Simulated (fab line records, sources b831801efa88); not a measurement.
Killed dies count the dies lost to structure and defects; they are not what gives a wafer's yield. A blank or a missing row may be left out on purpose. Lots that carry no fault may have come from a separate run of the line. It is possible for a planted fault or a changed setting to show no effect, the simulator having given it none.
fab line records | flow sky130
[record] lots = 6 | wafers = 18 | lastDay = 49
route steps=708 shown VIA2@519 PAD_OPEN@708
lots with no fault: from the same line, run without faults
startH: hours from the record's first day to the start of the lot's first wafer shown | waitH: how many hours have passed since the lot's step before this one | " same as the row above | L1.1+2: several wafers, shown together as one row | - value missing, or start not given | * or withheld: withheld | < > ~ a bound
route shown NAME@n: a module of which the file shows steps, and the number in the route of the first | usual: mean/standard deviation taken from wafers without a fault | same: alike in all rows | chamber/n: place in a boat | sites: the reading at each site | _std_site: the standard deviation of these | _edge_site: outer sites' mean less inner sites' | radiusMm: how far each site lies from the wafer's centre | mask NAME#n: copy n | behind: the last tool/chamber to shape the wafer | hold: the reason the lot was held/the length of the hold in hours/how it ended | device: names the non-switching transistor (n, p or np) | end of line: tests of these same wafers at the route's end | for a step that has no rows: nothing shown but its recipe | killed: dies lost to structure and defects at the first sort, not the wafer's yield | map: a wafer's dies, x killed, . not, _ none there
set.NAME: setting as actually run; set.NAME@STEP: the setting as run at that earlier step | model.NAME: the simulator's own value behind a step, which no gauge read
a table for each step, a row for each wafer; lots at some steps of the route
services: when a tool's chamber went out of use (startH, in hours from the record's first day, below 0 if earlier), for how many hours, and the reason
[[steps]]
[step SKY_VIA2_CD_MEAS_12]
[recipe] targetCdNm = 200
[usual] cdNm = 199.6/1.5
lot.wafer | tool     | chamber | startH | waitH | cdNm
L591.2    | cdSem-01 | -       | 879.46 | -     | 200.7
L591.5    | "        | -       | "      | "     | 198.9
L591.6    | "        | -       | "      | "     | 199.5
L594.2    | cdSem-01 | -       | 903.96 | -     | 200.9
L594.3    | "        | -       | "      | "     | 200.1
L594.5    | "        | -       | "      | "     | 200.8
L599.1    | cdSem-02 | -       | 949.66 | -     | 198.7
L599.5    | "        | -       | "      | "     | 197.3
L599.6    | "        | -       | "      | "     | 197.6
L601.1    | cdSem-01 | -       | 953.14 | -     | 199.7
L601.2    | "        | -       | "      | "     | 197.9
L601.6    | "        | -       | "      | "     | 197.7
L602.4    | cdSem-02 | -       | 958.67 | -     | 198.0
L602.5    | "        | -       | "      | "     | 198.4
L602.6    | "        | -       | "      | "     | 197.2
L603.1    | cdSem-01 | -       | 986.59 | -     | 200.5
L603.2    | "        | -       | "      | "     | 201.8
L603.3    | "        | -       | "      | "     | 201.2
[step SKY_VIA2_OVL_MEAS_13]
[usual] VIA2_OVL = 3/5.5
lot.wafer | tool       | chamber | startH | waitH | VIA2_OVL[nm]
L591.2    | overlay-01 | -       | 879.57 | 0.1   | -6
L591.5    | "          | -       | "      | "     | -10
L591.6    | "          | -       | "      | "     | -6
L594.2    | overlay-02 | -       | 904.07 | 0.1   | 0
L594.3    | "          | -       | "      | "     | -1
L594.5    | "          | -       | "      | "     | 5
L599.1    | overlay-01 | -       | 949.78 | 0.1   | 14
L599.5    | "          | -       | "      | "     | 5
L599.6    | "          | -       | "      | "     | 9
L601.1    | overlay-02 | -       | 953.26 | 0.1   | 6
L601.2    | "          | -       | "      | "     | 17
L601.6    | "          | -       | "      | "     | 9
L602.4    | overlay-01 | -       | 958.74 | 0.1   | 9
L602.5    | "          | -       | "      | "     | 9
L602.6    | "          | -       | "      | "     | 2
L603.1    | overlay-02 | -       | 986.71 | 0.1   | -1
L603.2    | "          | -       | "      | "     | 12
L603.3    | "          | -       | "      | "     | 8
[step SKY_VIA2_ETCH_14]
[recipe] chemistry = N2/H2 | target = BARC | ionEnergyEv = 200 | sourceW = 500 | biasW = 100 | pressureMtorr = 30 | n2FlowSccm = 100 | h2FlowSccm = 200 | stopOn = SiO2 | timeS = 45.9 | targetDepthA = 600
[usual] drypumpMotorCurrentA = 5.8/0.47 | h2FlowSccm = 200.0/0.54 | oesProductAu = 0.854/0.0044 | throttleValvePct = 13.224/0.0091
lot.wafer | tool       | chamber | startH | waitH | drypumpMotorCurrentA | h2FlowSccm | oesProductAu | rfHoursCounterH | throttleValvePct
L591.2    | rieDiel-01 | 0       | 879.60 | 0.0   | 5.9                  | 200.0      | 0.858        | 2               | 13.212
L591.5    | "          | 1       | "      | "     | 6.4                  | 200.4      | 0.852        | -               | 13.237
L591.6    | "          | 2       | "      | "     | 6.6                  | 198.7      | 0.853        | -               | 13.237
L594.2    | rieDiel-01 | 3       | 904.10 | 0.0   | 5.6                  | 200.9      | 0.852        | 10              | 13.214
L594.3    | "          | 2       | "      | "     | 6.6                  | 199.5      | 0.851        | 11              | 13.226
L594.5    | "          | 2       | "      | "     | 6.6                  | 198.7      | 0.859        | -               | 13.220
L599.1    | rieDiel-01 | 0       | 949.81 | 0.0   | 5.9                  | 199.3      | 0.854        | 4               | 13.237
L599.5    | "          | 2       | "      | "     | 6.6                  | 199.9      | 0.865        | -               | 13.240
L599.6    | "          | 3       | "      | "     | 5.6                  | 200.1      | 0.853        | -               | 13.231
L601.1    | rieDiel-03 | 0       | 953.30 | 0.0   | 5.2                  | 199.6      | 0.851        | 27              | 13.235
L601.2    | "          | 2       | "      | "     | 5.2                  | 199.3      | 0.850        | 9               | 13.241
L601.6    | "          | 0       | "      | "     | 5.2                  | 200.0      | 0.858        | -               | 13.230
L602.4    | rieDiel-01 | 2       | 958.76 | 0.0   | 6.6                  | 199.2      | 0.849        | 13              | 13.219
L602.5    | "          | 2       | "      | "     | 6.6                  | 200.0      | 0.857        | -               | 13.225
L602.6    | "          | 1       | "      | "     | 6.4                  | 199.4      | 0.854        | -               | 13.227
L603.1    | rieDiel-01 | 2       | 986.75 | 0.0   | 6.6                  | 200.2      | 0.854        | 14              | 13.229
L603.2    | "          | 1       | "      | "     | 6.4                  | 199.8      | 0.849        | 20              | 13.230
L603.3    | "          | 0       | "      | "     | 5.9                  | 200.1      | 0.856        | 6               | 13.227
[step SKY_VIA2_ETCH_15]
[recipe] target = SiO2 | chemistry = C4F8/O2/Ar | targetDepthNm = 546 | stopOn = TiN | maskMaterial = KrF-thick | sourceW = 1500 | biasW = 1200 | pressureMtorr = 40 | c4f8FlowSccm = withheld | O2_flow_sccm = 6 | Ar_flow_sccm = 300 | timeS = 84
[usual] oesProductAu = 0.939/0.0052
lot.wafer | tool       | chamber | startH | waitH | oesProductAu | rfHoursCounterH
L591.2    | rieDiel-01 | 0       | 879.64 | 0.0   | 0.937        | 2
L591.5    | "          | 1       | "      | "     | 0.937        | -
L591.6    | "          | 2       | "      | "     | 0.938        | -
L594.2    | rieDiel-01 | 3       | 904.14 | 0.0   | 0.935        | 10
L594.3    | "          | 2       | "      | "     | 0.951        | 11
L594.5    | "          | 2       | "      | "     | 0.940        | -
L599.1    | rieDiel-01 | 0       | 949.85 | 0.0   | 0.941        | 4
L599.5    | "          | 2       | "      | "     | 0.935        | -
L599.6    | "          | 3       | "      | "     | 0.943        | -
L601.1    | rieDiel-03 | 0       | 953.34 | 0.0   | 0.929        | 27
L601.2    | "          | 2       | "      | "     | 0.937        | 9
L601.6    | "          | 0       | "      | "     | 0.952        | -
L602.4    | rieDiel-01 | 2       | 958.80 | 0.0   | 0.924        | 13
L602.5    | "          | 2       | "      | "     | 0.932        | -
L602.6    | "          | 1       | "      | "     | 0.937        | -
L603.1    | rieDiel-01 | 2       | 986.79 | 0.0   | 0.934        | 14
L603.2    | "          | 1       | "      | "     | 0.934        | 20
L603.3    | "          | 0       | "      | "     | 0.936        | 6
[step SKY_VIA2_STRIP_16]
[recipe] chemistry = O2/N2 | powerW = 1400 | pressureMtorr = 1500 | platenTempC = withheld | o2FlowSccm = 3000 | n2FlowSccm = 300 | overashFraction = 0.5
[usual] drypumpMotorCurrentA = 5.56/0.18 | oesProductAu = 0.398/0.0049 | stripTimeToEndpointS = 4.04/0.035
lot.wafer | tool           | chamber | startH | waitH | drypumpMotorCurrentA | oesProductAu | rfHoursCounterH | stripTimeToEndpointS
L591.2    | plasmaAsher-03 | 1       | 879.71 | 0.0   | 5.95                 | 0.399        | 110             | 4.01
L591.5    | "              | 0       | "      | "     | 5.44                 | 0.411        | -               | 4.08
L591.6    | "              | 1       | "      | "     | 5.95                 | 0.394        | -               | 4.06
L594.2    | plasmaAsher-02 | 1       | 904.21 | 0.0   | 5.47                 | 0.402        | 75              | 4.03
L594.3    | "              | 1       | "      | "     | 5.50                 | 0.397        | -               | 4.07
L594.5    | "              | 1       | "      | "     | 5.48                 | 0.405        | -               | 4.07
L599.1    | plasmaAsher-04 | 0       | 949.92 | 0.0   | 5.69                 | 0.392        | 20              | 3.99
L599.5    | "              | 1       | "      | "     | 5.40                 | 0.393        | -               | 4.03
L599.6    | "              | 0       | "      | "     | 5.70                 | 0.386        | -               | 4.01
L601.1    | plasmaAsher-02 | 1       | 953.41 | 0.0   | 5.53                 | 0.392        | 80              | 3.98
L601.2    | "              | 0       | "      | "     | 5.46                 | 0.391        | 80              | 4.03
L601.6    | "              | 0       | "      | "     | 5.48                 | 0.390        | -               | 3.99
L602.4    | plasmaAsher-02 | 0       | 958.90 | 0.1   | 5.46                 | 0.402        | -               | 4.05
L602.5    | "              | 1       | "      | "     | 5.51                 | 0.395        | -               | 4.04
L602.6    | "              | 0       | "      | "     | 5.46                 | 0.395        | -               | 4.03
L603.1    | plasmaAsher-02 | 0       | 986.86 | 0.0   | 5.46                 | 0.403        | 84              | 4.10
L603.2    | "              | 1       | "      | "     | 5.55                 | 0.406        | 84              | 4.12
L603.3    | "              | 1       | "      | "     | 5.53                 | 0.391        | -               | 4.06
[step SKY_VIA2_STRIP_17]
[recipe] chemistry = postEtchResidueRemover | timeS = 1200 | tempC = 72.5
[step SKY_VIA2_CLEAN_18]
[recipe] chemistry = IPA | timeS = 180 | tempC = 25
[step SKY_VIA2_CLEAN_19]
[recipe] chemistry = O3/DIW | dry = n2Spin
[step SKY_VIA2_SPUTTER_20]
[recipe] material = TiN | targetThkNm = 20 | chamberPressurePa = 5 | powerW = 4000 | timeS = 80
[usual] chamberPressurePa = 5.000/0.011 | throttleValvePct = 30.0/0.55
lot.wafer | tool          | chamber | startH | waitH | chamberPressurePa | throttleValvePct
L591.2    | pvdSputter-02 | -       | 880.33 | 0.0   | 4.998             | 30.0
L591.5    | "             | -       | "      | "     | 5.008             | 29.5
L591.6    | "             | -       | "      | "     | 5.000             | 30.2
L594.2    | pvdSputter-02 | -       | 904.86 | 0.0   | 4.994             | 30.1
L594.3    | "             | -       | "      | "     | 4.998             | 30.4
L594.5    | "             | -       | "      | "     | 5.007             | 30.4
L599.1    | pvdSputter-02 | -       | 950.53 | 0.0   | 4.999             | 30.5
L599.5    | "             | -       | "      | "     | 5.008             | 30.3
L599.6    | "             | -       | "      | "     | 4.992             | 30.5
L601.1    | pvdSputter-02 | -       | 954.04 | 0.0   | 5.000             | 29.8
L601.2    | "             | -       | "      | "     | 4.996             | 30.4
L601.6    | "             | -       | "      | "     | 4.995             | 30.1
L602.4    | pvdSputter-03 | -       | 959.46 | 0.0   | 4.998             | 30.4
L602.5    | "             | -       | "      | "     | 5.003             | 30.5
L602.6    | "             | -       | "      | "     | 5.012             | 30.7
L603.1    | pvdSputter-02 | -       | 987.49 | 0.0   | 4.997             | 29.3
L603.2    | "             | -       | "      | "     | 4.997             | 30.4
L603.3    | "             | -       | "      | "     | 4.984             | 30.1
[step SKY_VIA2_CVD_21]
[recipe] material = W | targetThkNm = 420 | timeS = 126.4 | tempC = 400 | pressureTorr = 40
[usual] heaterPowerW = 912/110
lot.wafer | tool    | chamber | startH | waitH | heaterPowerW
L591.2    | cvdW-01 | 1       | 880.39 | 0.0   | 897
L591.5    | "       | 0       | "      | "     | 901
L591.6    | "       | 1       | "      | "     | 889
L594.2    | cvdW-02 | 0       | 904.92 | 0.0   | 1074
L594.3    | "       | 1       | "      | "     | 878
L594.5    | "       | 1       | "      | "     | 907
L599.1    | cvdW-01 | 1       | 950.59 | 0.0   | 851
L599.5    | "       | 0       | "      | "     | 731
L599.6    | "       | 1       | "      | "     | 886
L601.1    | cvdW-01 | 0       | 954.10 | 0.0   | 739
L601.2    | "       | 1       | "      | "     | 836
L601.6    | "       | 0       | "      | "     | 744
L602.4    | cvdW-02 | 1       | 959.56 | 0.1   | 889
L602.5    | "       | 1       | "      | "     | 891
L602.6    | "       | 0       | "      | "     | 1043
L603.1    | cvdW-01 | 1       | 987.55 | 0.0   | 868
L603.2    | "       | 0       | "      | "     | 728
L603.3    | "       | 1       | "      | "     | 854
[step SKY_VIA2_RS_MEAS_22]
[recipe] thkMeasGauge = four-point-probe | reads = W_of_VIA2_CVD_21+TiN_of_VIA2_SPUTTER_20
[usual] VIA2_W_RS = 0.2747/0.0026
lot.wafer | tool         | chamber | startH | waitH | VIA2_W_RS[ohm/sq]
L591.2    | filmMetro-04 | -       | 880.54 | 0.1   | 0.2829
L591.5    | "            | -       | "      | "     | 0.2776
L591.6    | "            | -       | "      | "     | 0.2791
L594.2    | filmMetro-04 | -       | 905.07 | 0.1   | 0.2775
L594.3    | "            | -       | "      | "     | 0.2758
L594.5    | "            | -       | "      | "     | 0.2730
L599.1    | filmMetro-04 | -       | 950.72 | 0.1   | 0.2746
L599.5    | "            | -       | "      | "     | 0.2739
L599.6    | "            | -       | "      | "     | 0.2785
L601.1    | filmMetro-04 | -       | 954.23 | 0.1   | 0.2742
L601.2    | "            | -       | "      | "     | 0.2769
L601.6    | "            | -       | "      | "     | 0.2731
L602.4    | filmMetro-04 | -       | 959.71 | 0.1   | 0.2721
L602.5    | "            | -       | "      | "     | 0.2759
L602.6    | "            | -       | "      | "     | 0.2737
L603.1    | filmMetro-04 | -       | 987.68 | 0.1   | 0.2743
L603.2    | "            | -       | "      | "     | 0.2721
L603.3    | "            | -       | "      | "     | 0.2746
[step SKY_VIA2_THK_MEAS_23]
[recipe] thkMeasGauge = xrf | reads = W_of_VIA2_CVD_21
[usual] VIA2_W_THK = 400/5.2
lot.wafer | tool         | chamber | startH | waitH | VIA2_W_THK[nm]
L591.2    | filmMetro-04 | -       | 880.65 | 0.1   | 390
L591.5    | "            | -       | "      | "     | 396
L591.6    | "            | -       | "      | "     | 395
L594.2    | filmMetro-04 | -       | 905.18 | 0.1   | 397
L594.3    | "            | -       | "      | "     | 397
L594.5    | "            | -       | "      | "     | 405
L599.1    | filmMetro-04 | -       | 950.84 | 0.1   | 397
L599.5    | "            | -       | "      | "     | 398
L599.6    | "            | -       | "      | "     | 391
L601.1    | filmMetro-04 | -       | 954.35 | 0.1   | 399
L601.2    | "            | -       | "      | "     | 395
L601.6    | "            | -       | "      | "     | 400
L602.4    | filmMetro-04 | -       | 959.80 | 0.1   | 403
L602.5    | "            | -       | "      | "     | 398
L602.6    | "            | -       | "      | "     | 402
L603.1    | filmMetro-04 | -       | 987.80 | 0.1   | 400
L603.2    | "            | -       | "      | "     | 404
L603.3    | "            | -       | "      | "     | 397
[step SKY_VIA2_CMP_24]
[recipe] stopOn = SiO2 | tOverpolishS = 20 | downForcePsi = 3.5 | platenRpm = 60 | targetThkNm = 0 | padVelocityMS = 0.94248
[usual] headPressurePsi = 3.500/0.008 | motorCurrentA = 11.0/1.3 | overpolishRunS = 20.001/0.0092 | retainingRingPressureFrac = 1.000/0.0055 | slurryFlowMlMin = 150.0/0.48 | timeToEndpointS = 100/7.2
lot.wafer | tool   | chamber | startH | waitH | headPressurePsi | motorCurrentA | overpolishRunS | retainingRingPressureFrac | slurryFlowMlMin | timeToEndpointS
L591.2    | cmp-02 | 2       | 880.75 | 0.1   | 3.491           | 11.5          | 20.010         | 1.005                     | 149.4           | 96
L591.5    | "      | 1       | "      | "     | 3.501           | 10.0          | 20.000         | 1.004                     | 149.9           | 93
L591.6    | "      | 2       | "      | "     | 3.507           | 10.6          | 19.991         | 1.001                     | 149.8           | 97
L594.3    | cmp-02 | 1       | 905.23 | 0.0   | 3.491           | 9.7           | 20.001         | 1.001                     | 151.2           | 89
L594.2    | "      | 2       | "      | "     | 3.503           | 10.8          | 20.002         | 1.007                     | 150.5           | 95
L594.5    | "      | 2       | "      | "     | 3.504           | 11.3          | 19.981         | 1.002                     | 149.7           | 98
L599.1    | cmp-01 | 3       | 951.00 | 0.1   | 3.503           | 14.1          | 19.991         | 0.994                     | 149.7           | 111
L599.6    | "      | 1       | "      | "     | 3.510           | 11.5          | 19.985         | 1.003                     | 148.6           | 97
L599.5    | "      | 2       | "      | "     | 3.502           | 9.7           | 20.001         | 1.000                     | 149.8           | 109
L601.2    | cmp-02 | 3       | 954.41 | 0.0   | 3.505           | 11.0          | 0.036          | 1.004                     | 149.9           | 157
L601.1    | "      | 0       | "      | "     | 3.499           | 9.6           | 0.044          | 1.007                     | 149.9           | 158
L601.6    | "      | 0       | "      | "     | 3.496           | 10.0          | 0.035          | 1.005                     | 149.8           | 158
L602.4    | cmp-02 | 2       | 959.88 | 0.1   | 3.488           | 10.7          | 0.044          | 0.993                     | 149.9           | 159
L602.6    | "      | 1       | "      | "     | 3.514           | 9.8           | 0.039          | 1.003                     | 149.8           | 158
L602.5    | "      | 2       | "      | "     | 3.494           | 11.3          | 0.038          | 0.994                     | 149.4           | 157
L603.2    | cmp-01 | 2       | 987.86 | 0.0   | 3.498           | 9.9           | 19.987         | 0.996                     | 150.7           | 104
L603.3    | "      | 3       | "      | "     | 3.514           | 13.7          | 19.990         | 1.007                     | 149.9           | 107
L603.1    | "      | 1       | "      | "     | 3.496           | 11.0          | 19.996         | 1.002                     | 149.9           | 99
[step SKY_PAD_OPEN_PROBE_99]
[usual] defectLimitedYield = 82.6/1.8 | killed_at_M0_to_M3 = 44/6.9 | killed_at_M4_up = 3.2/1.8 | killedAtContacts = 23/5.2 | killedAtFrontEnd = 15/4.5 | killedAtOther = 0.3/0.56 | killedDies = 85/8.8 | killedOnRim = 17/3.5 | killedOpen = 47/6.7 | killedShort = 39/6.4 | sort_bin_3_pad_short = 0.8/0.4 | sort_bin_5_function = 10.2/1.3 | sort_bin_6_memory = 6.4/1.1 | sortNPass = 407/8.8 | sortYieldPct = 82.6/1.8
[same] grossDies = 492 | killedAtBackSide = 0 | sort_bin_4_leakage[%] = 0 | sort_bin_8_speed[%] = 0
lot.wafer | tool      | chamber | startH  | waitH | defectLimitedYield[%] | killed_at_M0_to_M3 | killed_at_M4_up | killedAtContacts | killedAtFrontEnd | killedAtOther | killedDies | killedOnRim | killedOpen | killedShort | sort_bin_3_pad_short[%] | sort_bin_5_function[%] | sort_bin_6_memory[%] | sortNPass | sortYieldPct[%]
L591.2    | prober-02 | -       | 1102.88 | 0.1   | 82.5                  | 49                 | 5               | 18               | 14               | 0             | 86         | 17          | 47         | 39          | 0.2                     | 9.8                    | 7.5                  | 406       | 82.5
L591.5    | prober-02 | -       | 1103.03 | 0.2   | 84.6                  | 45                 | 1               | 12               | 18               | 0             | 76         | 14          | 49         | 27          | 1.2                     | 8.5                    | 5.7                  | 416       | 84.6
L591.6    | prober-02 | -       | 1103.08 | 0.2   | 81.7                  | 41                 | 2               | 31               | 16               | 0             | 90         | 18          | 48         | 42          | 0.2                     | 12.8                   | 5.3                  | 402       | 81.7
L594.2    | prober-02 | -       | 1119.57 | 0.1   | 83.1                  | 44                 | 6               | 15               | 18               | 0             | 83         | 9           | 36         | 47          | 1.0                     | 8.9                    | 6.9                  | 409       | 83.1
L594.3    | prober-02 | -       | 1119.62 | 0.2   | 80.7                  | 52                 | 6               | 24               | 13               | 0             | 95         | 14          | 56         | 39          | 0.8                     | 11.8                   | 6.7                  | 397       | 80.7
L594.5    | prober-02 | -       | 1119.72 | 0.2   | 81.3                  | 45                 | 2               | 24               | 21               | 0             | 92         | 13          | 50         | 42          | 0.6                     | 11.6                   | 6.5                  | 400       | 81.3
L599.1    | prober-01 | -       | 1154.57 | 0.1   | 81.3                  | 42                 | 4               | 29               | 17               | 0             | 92         | 28          | 51         | 41          | 0.6                     | 11.4                   | 6.7                  | 400       | 81.3
L599.5    | prober-01 | -       | 1154.77 | 0.2   | 79.1                  | 61                 | 1               | 23               | 15               | 3             | 103        | 21          | 58         | 45          | 1.2                     | 12.8                   | 6.9                  | 389       | 79.1
L599.6    | prober-01 | -       | 1154.82 | 0.2   | 83.9                  | 33                 | 4               | 23               | 19               | 0             | 79         | 14          | 47         | 32          | 0.6                     | 11.4                   | 4.1                  | 413       | 83.9
L601.1    | prober-02 | -       | 1157.04 | 0.1   | 0                     | 447                | 1               | 27               | 17               | 0             | 492        | 96          | 41         | 32          | 85.4                    | 9.6                    | 5.1                  | 0         | 0
L601.2    | prober-02 | -       | 1157.09 | 0.1   | 0                     | 460                | 2               | 19               | 10               | 1             | 492        | 96          | 43         | 37          | 84.6                    | 10.2                   | 5.3                  | 0         | 0
L601.6    | prober-02 | -       | 1157.29 | 0.2   | 0                     | 439                | 5               | 23               | 25               | 0             | 492        | 96          | 46         | 49          | 81.9                    | 10.4                   | 7.7                  | 0         | 0
L602.4    | prober-01 | -       | 1162.27 | 0.2   | 0                     | 456                | 4               | 26               | 6                | 0             | 492        | 96          | 34         | 48          | 83.9                    | 9.6                    | 6.5                  | 0         | 0
L602.5    | prober-01 | -       | 1162.32 | 0.2   | 0                     | 447                | 3               | 22               | 20               | 0             | 492        | 96          | 47         | 41          | 83.1                    | 11.0                   | 5.9                  | 0         | 0
L602.6    | prober-01 | -       | 1162.37 | 0.2   | 0                     | 454                | 5               | 17               | 16               | 0             | 492        | 96          | 47         | 39          | 83.3                    | 10.8                   | 5.9                  | 0         | 0
// killed by level:class
L591.2 VIA2:geometricParticle:open=10 CONTACT:geometricParticle:open=8 VIA3:geometricParticle:open=8 METAL1:geometricParticle:short=6 VIA1:geometricParticle:open=6 VIA3:geometricParticle:short=5 FIELD_ISO:geometricParticle:open=4 POLY_GATE:geometricParticle:open=4
L591.5 VIA2:geometricParticle:open=9 VIA1:geometricParticle:open=9 VIA3:geometricParticle:open=9 FIELD_ISO:geometricParticle:open=5 CONTACT:geometricParticle:open=5 VIA3:geometricParticle:short=4 VIA1:geometricParticle:short=4 METAL2:geometricParticle:short=4
L591.6 CONTACT:geometricParticle:open=10 CONTACT:geometricParticle:short=9 VIA1:geometricParticle:open=7 LI_CONTACT:geometricParticle:open=6 VIA3:geometricParticle:open=6 POLY_GATE:geometricParticle:short=5 VIA2:geometricParticle:open=5 FIELD_ISO:geometricParticle:open=4
L594.2 METAL2:geometricParticle:short=10 VIA1:geometricParticle:open=9 METAL3:geometricParticle:short=7 LOCAL_INTERCONNECT:geometricParticle:short=6 FIELD_ISO:geometricParticle:open=4 FIELD_ISO:geometricParticle:short=4 CONTACT:geometricParticle:open=4 VIA2:geometricParticle:open=4
L594.3 VIA1:geometricParticle:open=22 CONTACT:geometricParticle:open=8 LI_CONTACT:geometricParticle:open=6 METAL2:geometricParticle:short=6 VIA2:geometricParticle:open=5 VIA3:geometricParticle:open=5 METAL4:geometricParticle:short=5 FIELD_ISO:geometricParticle:open=4
L594.5 VIA1:geometricParticle:open=13 VIA1:geometricParticle:short=10 CONTACT:geometricParticle:open=9 FIELD_ISO:geometricParticle:short=6 FIELD_ISO:geometricParticle:open=5 LI_CONTACT:geometricParticle:open=5 LOCAL_INTERCONNECT:geometricParticle:short=5 VIA3:geometricParticle:open=4
L599.1 CONTACT:geometricParticle:open=14 VIA1:geometricParticle:open=9 VIA1:geometricParticle:short=6 METAL2:geometricParticle:short=6 VIA2:geometricParticle:open=6 FIELD_ISO:geometricParticle:short=5 VIA3:geometricParticle:open=5 LI_CONTACT:geometricParticle:short=4
L599.5 VIA1:geometricParticle:open=15 CONTACT:geometricParticle:open=11 VIA2:geometricParticle:open=10 VIA3:geometricParticle:open=9 VIA1:geometricParticle:short=6 CONTACT:geometricParticle:short=6 POLY_GATE:geometricParticle:open=5 VIA3:geometricParticle:short=5
L599.6 CONTACT:geometricParticle:open=11 VIA1:geometricParticle:open=9 LI_CONTACT:geometricParticle:open=7 VIA1:geometricParticle:short=7 VIA3:geometricParticle:open=7 METAL1:geometricParticle:short=6 FIELD_ISO:geometricParticle:open=4 POLY_GATE:geometricParticle:open=4
L601.1 VIA2:areaCmp=419 CONTACT:geometricParticle:open=9 VIA1:geometricParticle:open=7 POLY_GATE:geometricParticle:open=6 LOCAL_INTERCONNECT:geometricParticle:short=6 LI_CONTACT:geometricParticle:open=6 METAL1:geometricParticle:short=5 LI_CONTACT:geometricParticle:short=4
L601.2 VIA2:areaCmp=412 VIA3:geometricParticle:open=9 CONTACT:geometricParticle:open=8 METAL1:geometricParticle:short=7 VIA1:geometricParticle:open=7 VIA2:geometricParticle:open=7 METAL2:geometricParticle:short=5 VIA1:geometricParticle:short=4
L601.6 VIA2:areaCmp=397 POLY_GATE:geometricParticle:short=9 LI_CONTACT:geometricParticle:open=9 VIA3:geometricParticle:open=8 CONTACT:geometricParticle:open=6 METAL1:geometricParticle:short=6 METAL4:geometricParticle:short=5 VIA1:geometricParticle:open=5
L602.4 VIA2:areaCmp=410 CONTACT:geometricParticle:open=8 CONTACT:geometricParticle:short=8 VIA1:geometricParticle:short=7 VIA1:geometricParticle:open=7 METAL2:geometricParticle:short=7 LOCAL_INTERCONNECT:geometricParticle:short=5 VIA2:geometricParticle:open=5
L602.5 VIA2:areaCmp=404 LI_CONTACT:geometricParticle:open=8 VIA3:geometricParticle:open=8 VIA1:geometricParticle:open=7 FIELD_ISO:geometricParticle:short=6 CONTACT:geometricParticle:open=6 METAL2:geometricParticle:short=6 FIELD_ISO:geometricParticle:open=5
L602.6 VIA2:areaCmp=406 VIA1:geometricParticle:open=13 FIELD_ISO:geometricParticle:short=7 VIA2:geometricParticle:open=7 FIELD_ISO:geometricParticle:open=6 METAL2:geometricParticle:short=6 CONTACT:geometricParticle:open=5 METAL1:geometricParticle:short=5
// map L601.1 (x killed, . not)
__________xxxxxxxxxx_________
________xxxxxxxxxxxxxx_______
______xxxxxxxxxxxxxxxxxx_____
_____xxxxxxxxxxxxxxxxxxxx____
____xxxxxxxxxxxxxxxxxxxxxx___
___xxxxxxxxxxxxxxxxxxxxxxxx__
__xxxxxxxxxxxxxxxxxxxxxxxxxx_
_xxxxxxxxxxxxxxxxxxxxxxxxxxxx
_xxxxxxxxxxxxxxxxxxxxxxxxxxxx
_xxxxxxxxxxxxxxxxxxxxxxxxxxxx
_xxxxxxxxxxxxxxxxxxxxxxxxxxxx
_xxxxxxxxxxxxxxxxxxxxxxxxxxxx
_xxxxxxxxxxxxxxxxxxxxxxxxxxxx
_xxxxxxxxxxxxxxxxxxxxxxxxxxxx
_xxxxxxxxxxxxxxxxxxxxxxxxxxxx
__xxxxxxxxxxxxxxxxxxxxxxxxxx_
___xxxxxxxxxxxxxxxxxxxxxxxx__
____xxxxxxxxxxxxxxxxxxxxxx___
_____xxxxxxxxxxxxxxxxxxxx____
______xxxxxxxxxxxxxxxxxx_____
________xxxxxxxxxxxxxx_______
__________xxxxxxxxxx_________
// map L602.4 (x killed, . not)
__________xxxxxxxxxx_________
________xxxxxxxxxxxxxx_______
______xxxxxxxxxxxxxxxxxx_____
_____xxxxxxxxxxxxxxxxxxxx____
____xxxxxxxxxxxxxxxxxxxxxx___
___xxxxxxxxxxxxxxxxxxxxxxxx__
__xxxxxxxxxxxxxxxxxxxxxxxxxx_
_xxxxxxxxxxxxxxxxxxxxxxxxxxxx
_xxxxxxxxxxxxxxxxxxxxxxxxxxxx
_xxxxxxxxxxxxxxxxxxxxxxxxxxxx
_xxxxxxxxxxxxxxxxxxxxxxxxxxxx
_xxxxxxxxxxxxxxxxxxxxxxxxxxxx
_xxxxxxxxxxxxxxxxxxxxxxxxxxxx
_xxxxxxxxxxxxxxxxxxxxxxxxxxxx
_xxxxxxxxxxxxxxxxxxxxxxxxxxxx
__xxxxxxxxxxxxxxxxxxxxxxxxxx_
___xxxxxxxxxxxxxxxxxxxxxxxx__
____xxxxxxxxxxxxxxxxxxxxxx___
_____xxxxxxxxxxxxxxxxxxxx____
______xxxxxxxxxxxxxxxxxx_____
________xxxxxxxxxxxxxx_______
__________xxxxxxxxxx_________
[[services]]
tool       | chamber | startH | hours | kind
cvdW-01    | 0       | 859.38 | 13.3  | repair
cvdW-02    | -       | 872.42 | 1.5   | repair
cvdW-01    | -       | 904.00 | 14.0  | pm
cvdW-01    | 0       | 904.00 | 14.0  | ventCycle
cvdW-01    | 1       | 904.00 | 14.0  | ventCycle
cmp-02     | -       | 911.44 | 1.6   | repair
cmp-02     | -       | 913.07 | 4.0   | pm
cmp-02     | -       | 917.07 | -     | consumableReplace:conditioner
cmp-02     | -       | 917.07 | -     | consumableReplace:pad
rieDiel-03 | -       | 917.19 | 15.6  | repair
cvdW-01    | 0       | 918.00 | -     | clean
cvdW-01    | 1       | 918.00 | -     | clean
rieDiel-03 | -       | 974.42 | 0.4   | repair
rieDiel-03 | 3       | 979.72 | 1.9   | repair
[[key]]
[firstSign] step = SKY_VIA2_CMP_24 | reading = overpolishRunS | direction = down | sigmas = 99+ | usual = 20.001 | struck = 0.039
[effect] step = SKY_VIA2_CMP_24 | reading = timeToEndpointS | direction = up | sigmas = 7.9 | usual = * | struck = *
[effect] step = SKY_PAD_OPEN_PROBE_99 | reading = sort_bin_3_pad_short | direction = up | sigmas = 99+ | usual = 0.8 | struck = 83.7
[moreKillsBornAt] SKY_VIA2_CMP_24@cmp-02 = 2448
metAt SKY_VIA2_CMP_24
struckWafers L601.1,L601.2,L601.6,L602.4,L602.5,L602.6
laterRowsLeftOut L601.1,L601.2,L601.6,L602.4,L602.5,L602.6
onsetBetween 905.23 954.41
[fault] kind = processParameterDrift | tool = cmp-02 | chamber = - | onsetH = 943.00 | steps = SKY_VIA2_CMP_24 | channel = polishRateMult | offset = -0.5 | shape = step | endH = 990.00
// laterRowsLeftOut: the simulator's readings of these wafers behind a module that went badly wrong aren't trusted and aren't shown, but for the sort
